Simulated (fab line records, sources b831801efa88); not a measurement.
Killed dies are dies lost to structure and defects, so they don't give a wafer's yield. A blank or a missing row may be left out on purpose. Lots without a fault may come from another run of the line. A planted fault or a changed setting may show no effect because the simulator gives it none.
Which tool did it? | flow sky130 | 10 lots, 30 wafers sampled, at 4 steps of a route of 708

WHAT THE GAUGES READ, wafer by wafer
SKY_SD_N_RS_MEAS_17: measures by four-point-probe.
lot  | measured     | on            | SD_P_RS (ohm/sq)
L447 | day 28 05:28 | film_metro-02 | 147.1 146.5 146.9
L453 | day 30 18:41 | film_metro-01 | 145.9 145.8 146.2
L455 | day 31 05:22 | film_metro-04 | 145.7 145.4 145.9
L458 | day 32 14:53 | film_metro-01 | 147.5 147.3 146.9
L459 | day 32 19:08 | film_metro-01 | 147.3 146.5 147.0
L461 | day 33 13:20 | film_metro-04 | 146.7 146.8 147.0
L465 | day 34 02:13 | film_metro-04 | 147.1 146.9 147.1
L466 | day 34 12:47 | film_metro-01 | 146.9 146.8 146.8
L467 | day 34 20:47 | film_metro-02 | 147.1 146.9 146.9
L468 | day 35 03:22 | film_metro-04 | 146.0 146.7 147.0

WHICH TOOL RAN EACH LOT (tool, then ch and the chambers of the sampled wafers, then the start)
lot  | SKY_LDD_LDN_STRIP_12                 | SKY_SD_P_IMPLANT_09             | SKY_SD_P_STRIP_10
L447 | plasma_asher-02 ch 0,1, day 23 02:32 | implanter-04 ch 0, day 25 16:14 | plasma_asher-03 ch 0,1, day 25 16:22
L453 | plasma_asher-01 ch 0,1, day 25 19:03 | implanter-04 ch 0, day 28 07:27 | plasma_asher-04 ch 0,1, day 28 07:34
L455 | plasma_asher-02 ch 0,1, day 26 06:21 | implanter-04 ch 0, day 28 18:53 | plasma_asher-02 ch 0,1, day 28 19:02
L458 | plasma_asher-01 ch 0,1, day 27 19:45 | implanter-03 ch 0, day 30 07:21 | plasma_asher-02 ch 0,1, day 30 07:28
L459 | plasma_asher-01 ch 0,1, day 28 00:29 | implanter-03 ch 0, day 30 10:57 | plasma_asher-04 ch 0,1, day 30 11:05
L461 | plasma_asher-03 ch 0,1, day 28 17:06 | implanter-03 ch 0, day 31 03:46 | plasma_asher-02 ch 0,1, day 31 03:53
L465 | plasma_asher-03 ch 0,1, day 29 07:08 | implanter-01 ch 0, day 31 16:44 | plasma_asher-03 ch 0,1, day 31 16:53
L466 | plasma_asher-02 ch 0,1, day 29 19:38 | implanter-03 ch 0, day 32 04:05 | plasma_asher-02 ch 0,1, day 32 04:14
L467 | plasma_asher-01 ch 0,1, day 30 03:39 | implanter-03 ch 0, day 32 13:40 | plasma_asher-04 ch 0,1, day 32 13:49
L468 | plasma_asher-02 ch 0,1, day 30 11:24 | implanter-01 ch 0, day 32 19:56 | plasma_asher-03 ch 0,1, day 32 20:05
- SKY_LDD_LDN_STRIP_12: strips in O2/N2.
- SKY_SD_P_IMPLANT_09
- SKY_SD_P_STRIP_10: strips in O2/N2.

THE ANSWER, worked out from the rows above alone
Rule: what is usual is taken from the lots themselves. Put in order of their means at a reading, lots are off if they are a third of the lots or fewer, leave a main group of 4 or more, and stand apart from it by a gap of 3 or more times the standard deviation of the main group's means; of several such gaps the widest counts. A main group whose means are all the same, to the digits that the tables above print for the reading, isn't used. A lot without any number at a reading at which 4 lots or more have one is off too. The other lots that the step has rows for count as sound.
Off: L453, L455, at SKY_SD_N_RS_MEAS_17 (SD_P_RS). The main group: mean 146.9 ohm/sq, standard deviation 0.18.
A tool fits if, at a process step before that reading, it ran every lot that is off, and no sound lot after the first of them. The gauges at SKY_SD_N_RS_MEAS_17 are tried like those tools. One fits: implanter-04 at SKY_SD_P_IMPLANT_09. Its last sound lot is L447 (day 25 16:14), its first lot that is off L453 (day 28 07:27): a fault that began between those two fits.

WHAT THE SIMULATOR HAD PUT IN
Process parameter drift: implanter-04, from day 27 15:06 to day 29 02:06, at SKY_SD_P_IMPLANT_09. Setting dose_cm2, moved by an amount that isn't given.
Lots struck among those shown: L453, L455. The rule above found the same.
